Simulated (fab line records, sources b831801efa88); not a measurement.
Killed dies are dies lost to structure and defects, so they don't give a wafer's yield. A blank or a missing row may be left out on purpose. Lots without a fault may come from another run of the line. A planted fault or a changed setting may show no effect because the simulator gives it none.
Which tool did it? | flow sky130 | 10 lots, 30 wafers sampled, at 3 steps of a route of 708

WHAT THE GAUGES READ, wafer by wafer
SKY_VIA1_RS_MEAS_22: measures by four-point-probe.
lot  | measured     | on            | VIA1_W_RS (ohm/sq)
L173 | day 35 02:31 | film_metro-02 | 0.432 0.438 0.431
L176 | day 35 21:56 | film_metro-01 | 0.438 0.440 0.435
L175 | day 36 01:58 | film_metro-01 | 0.434 0.433 0.429
L179 | day 36 23:52 | film_metro-04 | 0.428 0.428 0.433
L181 | day 38 01:01 | film_metro-01 | 0.433 0.433 0.431
L185 | day 39 10:41 | film_metro-02 | 0.428 0.431 0.429
L186 | day 39 22:47 | film_metro-02 | 0.427 0.329 0.427
L187 | day 40 03:33 | film_metro-01 | 0.326 0.421 0.425
L188 | day 40 17:24 | film_metro-02 | 0.428 0.328 0.423
L193 | day 41 10:18 | film_metro-01 | 0.429 0.432 0.430

WHICH TOOL RAN EACH LOT (tool, then ch and the chambers of the sampled wafers, then the start)
lot  | SKY_METAL1_ETCH_18                | SKY_VIA1_CVD_21
L173 | rie_metal-01 ch 1, day 33 21:39   | cvd_w-01 ch 0,1, day 35 02:25
L176 | rie_metal-04 ch 0,1, day 34 16:52 | cvd_w-02 ch 1, day 35 21:46
L175 | rie_metal-03 ch 0,1, day 34 21:02 | cvd_w-01 ch 0,1, day 36 01:52
L179 | rie_metal-03 ch 0,1, day 35 19:04 | cvd_w-02 ch 0,1, day 36 23:46
L181 | rie_metal-01 ch 0, day 36 20:47   | cvd_w-02 ch 0,1, day 38 00:55
L185 | rie_metal-01 ch 0,1, day 38 06:41 | cvd_w-02 ch 0,1, day 39 10:35
L186 | rie_metal-03 ch 0,1, day 38 19:14 | cvd_w-02 ch 0,1, day 39 22:41
L187 | rie_metal-01 ch 0,1, day 38 23:29 | cvd_w-02 ch 0,1, day 40 03:26
L188 | rie_metal-03 ch 0, day 39 13:58   | cvd_w-02 ch 0,1, day 40 17:19
L193 | rie_metal-03 ch 0,1, day 40 06:49 | cvd_w-01 ch 0,1, day 41 10:13
- SKY_METAL1_ETCH_18: etches BARC in N2/H2, stops on SiO2, time 45.9 s, target depth 60 nm.
- SKY_VIA1_CVD_21: deposits W, target thk 270 nm, time 80.902 s.

THE ANSWER, worked out from the rows above alone
Rule: what is usual is taken from the lots themselves. Put in order of their means at a reading, lots are off if they are a third of the lots or fewer, leave a main group of 4 or more, and stand apart from it by a gap of 3 or more times the standard deviation of the main group's means; of several such gaps the widest counts. A main group whose means are all the same, to the digits that the tables above print for the reading, isn't used. A lot without any number at a reading at which 4 lots or more have one is off too. The other lots that the step has rows for count as sound.
Off: L186, L187, L188, at SKY_VIA1_RS_MEAS_22 (VIA1_W_RS). The main group: mean 0.432 ohm/sq, standard deviation 0.0027.
A tool fits if, at a process step before that reading, it ran every lot that is off, and no sound lot after the first of them. The gauges at SKY_VIA1_RS_MEAS_22 are tried like those tools. One fits: cvd_w-02 at SKY_VIA1_CVD_21. Its last sound lot is L185 (day 39 10:35), its first lot that is off L186 (day 39 22:41): a fault that began between those two fits.

WHAT THE SIMULATOR HAD PUT IN
Process parameter drift: cvd_w-02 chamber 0, from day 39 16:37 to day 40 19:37, at SKY_VIA1_CVD_21. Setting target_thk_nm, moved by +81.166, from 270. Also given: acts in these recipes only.
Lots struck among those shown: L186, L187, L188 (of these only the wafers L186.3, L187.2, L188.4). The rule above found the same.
